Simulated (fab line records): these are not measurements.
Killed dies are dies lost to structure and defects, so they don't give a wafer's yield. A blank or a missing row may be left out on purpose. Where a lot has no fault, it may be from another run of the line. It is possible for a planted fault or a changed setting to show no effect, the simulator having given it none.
Tool commonality check / flow gf180mcu / Sample size 14 lots and 42 wafers

## THE REASON FOR OPENING IT
2 of 14 lots carry a flag on the reading HV_LDD_2_TW at GF_HV_LDD_TW_MEAS_23. Wafers without a fault read 1062, standard deviation 5.
Rule: a lot gets a flag if all its wafers with a number sit over 4 standard deviations from that mean, or if no wafer of it has a number. The rest of the lots are taken to be sound.

lot=L105; measured=day 10 18:39; on=film_metro-01; HV_LDD_2_TW, wafer by wafer=1053 1060 1059; flag=
lot=L106; measured=day 11 04:28; on=film_metro-01; HV_LDD_2_TW, wafer by wafer=1055 1056 1061; flag=
lot=L107; measured=day 11 13:38; on=film_metro-04; HV_LDD_2_TW, wafer by wafer=1063 1064 1059; flag=
lot=L108; measured=day 11 21:17; on=film_metro-04; HV_LDD_2_TW, wafer by wafer=1063 1062 1060; flag=
lot=L109; measured=day 12 08:10; on=film_metro-01; HV_LDD_2_TW, wafer by wafer=1060 1062 1063; flag=
lot=L111; measured=day 12 19:13; on=film_metro-03; HV_LDD_2_TW, wafer by wafer=1065 1059 1059; flag=
lot=L112; measured=day 12 22:46; on=film_metro-04; HV_LDD_2_TW, wafer by wafer=1069 1062 1060; flag=
lot=L114; measured=day 13 12:12; on=film_metro-03; HV_LDD_2_TW, wafer by wafer=1060 1059 1057; flag=
lot=L119; measured=day 15 05:16; on=film_metro-04; HV_LDD_2_TW, wafer by wafer=999 998 1000; flag=FLAGGED
lot=L121; measured=day 15 18:48; on=film_metro-04; HV_LDD_2_TW, wafer by wafer=1061 1063 1068; flag=
lot=L122; measured=day 16 07:14; on=film_metro-01; HV_LDD_2_TW, wafer by wafer=999 1003 997; flag=FLAGGED
lot=L124; measured=day 16 19:13; on=film_metro-03; HV_LDD_2_TW, wafer by wafer=1057 1064 1057; flag=
lot=L125; measured=day 17 04:48; on=film_metro-03; HV_LDD_2_TW, wafer by wafer=1052 1053 1054; flag=
lot=L128; measured=day 18 09:42; on=film_metro-03; HV_LDD_2_TW, wafer by wafer=1064 1059 1062; flag=
The mean of the flagged lots' numbers is 999, -63 from the usual (-13 standard deviations).

## LOT BY LOT: THE TOOL USED
2 process steps preceding the reading are held in the record, out of 602 steps in the route. Every cell lists first the tool, next ch and the chambers used by the sampled wafers, and last the start.
lot=L105; flag=; GF_VT_IMPLANT_RTA_45=rtp_anneal-02 ch 0, day 7 15:07; GF_HV_LDD_IMPLANT_21=implanter-01 ch 0, day 10 18:26
lot=L106; flag=; GF_VT_IMPLANT_RTA_45=rtp_anneal-02 ch 0, day 7 20:08; GF_HV_LDD_IMPLANT_21=implanter-01 ch 0, day 11 04:13
lot=L107; flag=; GF_VT_IMPLANT_RTA_45=rtp_anneal-02 ch 0, day 8 02:26; GF_HV_LDD_IMPLANT_21=implanter-04 ch 0, day 11 13:23
lot=L108; flag=; GF_VT_IMPLANT_RTA_45=rtp_anneal-01 ch 0, day 8 11:54; GF_HV_LDD_IMPLANT_21=implanter-02 ch 0, day 11 21:02
lot=L109; flag=; GF_VT_IMPLANT_RTA_45=rtp_anneal-02 ch 0, day 8 18:46; GF_HV_LDD_IMPLANT_21=implanter-04 ch 0, day 12 07:56
lot=L111; flag=; GF_VT_IMPLANT_RTA_45=rtp_anneal-02 ch 0, day 9 04:56; GF_HV_LDD_IMPLANT_21=implanter-04 ch 0, day 12 18:58
lot=L112; flag=; GF_VT_IMPLANT_RTA_45=rtp_anneal-02 ch 0, day 9 12:08; GF_HV_LDD_IMPLANT_21=implanter-01 ch 0, day 12 22:31
lot=L114; flag=; GF_VT_IMPLANT_RTA_45=rtp_anneal-02 ch 0, day 10 00:28; GF_HV_LDD_IMPLANT_21=implanter-01 ch 0, day 13 11:58
lot=L119; flag=FLAGGED; GF_VT_IMPLANT_RTA_45=rtp_anneal-01 ch 0, day 11 10:20; GF_HV_LDD_IMPLANT_21=implanter-04 ch 0, day 15 05:01
lot=L121; flag=; GF_VT_IMPLANT_RTA_45=rtp_anneal-02 ch 0, day 11 23:24; GF_HV_LDD_IMPLANT_21=implanter-02 ch 0, day 15 18:34
lot=L122; flag=FLAGGED; GF_VT_IMPLANT_RTA_45=rtp_anneal-01 ch 0, day 12 09:07; GF_HV_LDD_IMPLANT_21=implanter-04 ch 0, day 16 07:01
lot=L124; flag=; GF_VT_IMPLANT_RTA_45=rtp_anneal-01 ch 0, day 12 22:19; GF_HV_LDD_IMPLANT_21=implanter-01 ch 0, day 16 18:59
lot=L125; flag=; GF_VT_IMPLANT_RTA_45=rtp_anneal-02 ch 0, day 13 05:49; GF_HV_LDD_IMPLANT_21=implanter-02 ch 0, day 17 04:35
lot=L128; flag=; GF_VT_IMPLANT_RTA_45=rtp_anneal-01 ch 0, day 14 05:23; GF_HV_LDD_IMPLANT_21=implanter-02 ch 0, day 18 09:28
What the steps here do:
- GF_VT_IMPLANT_RTA_45: time 30 s.
- GF_HV_LDD_IMPLANT_21
- GF_HV_LDD_TW_MEAS_23

## FLAGGED AGAINST TOTAL, ONE TOOL AT A TIME (gauges that did the reading follow at the end)
step=GF_VT_IMPLANT_RTA_45; tool=rtp_anneal-01; lots run=5; flagged=2; share of the flagged lots=all; sound lots run after its first flagged lot=2 (L124,L128)
step=GF_VT_IMPLANT_RTA_45; tool=rtp_anneal-02; lots run=9; flagged=0; share of the flagged lots=none; sound lots run after its first flagged lot=-
step=GF_HV_LDD_IMPLANT_21; tool=implanter-01; lots run=5; flagged=0; share of the flagged lots=none; sound lots run after its first flagged lot=-
step=GF_HV_LDD_IMPLANT_21; tool=implanter-02; lots run=4; flagged=0; share of the flagged lots=none; sound lots run after its first flagged lot=-
step=GF_HV_LDD_IMPLANT_21; tool=implanter-04; lots run=5; flagged=2; share of the flagged lots=all; sound lots run after its first flagged lot=0
step=GF_HV_LDD_TW_MEAS_23; tool=film_metro-01; lots run=4; flagged=1; share of the flagged lots=some; sound lots run after its first flagged lot=0
step=GF_HV_LDD_TW_MEAS_23; tool=film_metro-03; lots run=5; flagged=0; share of the flagged lots=none; sound lots run after its first flagged lot=-
step=GF_HV_LDD_TW_MEAS_23; tool=film_metro-04; lots run=5; flagged=1; share of the flagged lots=some; sound lots run after its first flagged lot=1 (L121)

## WHAT THE TABLE ALLOWS
Every flagged lot went through 2 rows of the table: rtp_anneal-01 at GF_VT_IMPLANT_RTA_45 and implanter-04 at GF_HV_LDD_IMPLANT_21.
- rtp_anneal-01 at GF_VT_IMPLANT_RTA_45: 2 of its 5 lots flagged. Sound lots ran on it after the first flagged one (L124, L128), which a lasting fault on the whole tool wouldn't allow.
- implanter-04 at GF_HV_LDD_IMPLANT_21: 2 of its 5 lots flagged. A fault beginning between L111 (day 12 18:58), its last sound lot, and L119 (day 15 05:01), its first flagged one, fits the data. Its own readings (beam_energy_keV) fall more than 4 standard deviations out on all wafers of the flagged lots.
implanter-04 at GF_HV_LDD_IMPLANT_21 is the single tool remaining.

## WHAT THE SIMULATOR HAD INSERTED
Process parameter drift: implanter-04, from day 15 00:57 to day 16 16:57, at GF_HV_LDD_IMPLANT_21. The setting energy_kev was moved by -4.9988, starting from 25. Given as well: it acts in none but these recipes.
Lots struck among those shown: L119, L122. This agrees with what the rule above found.
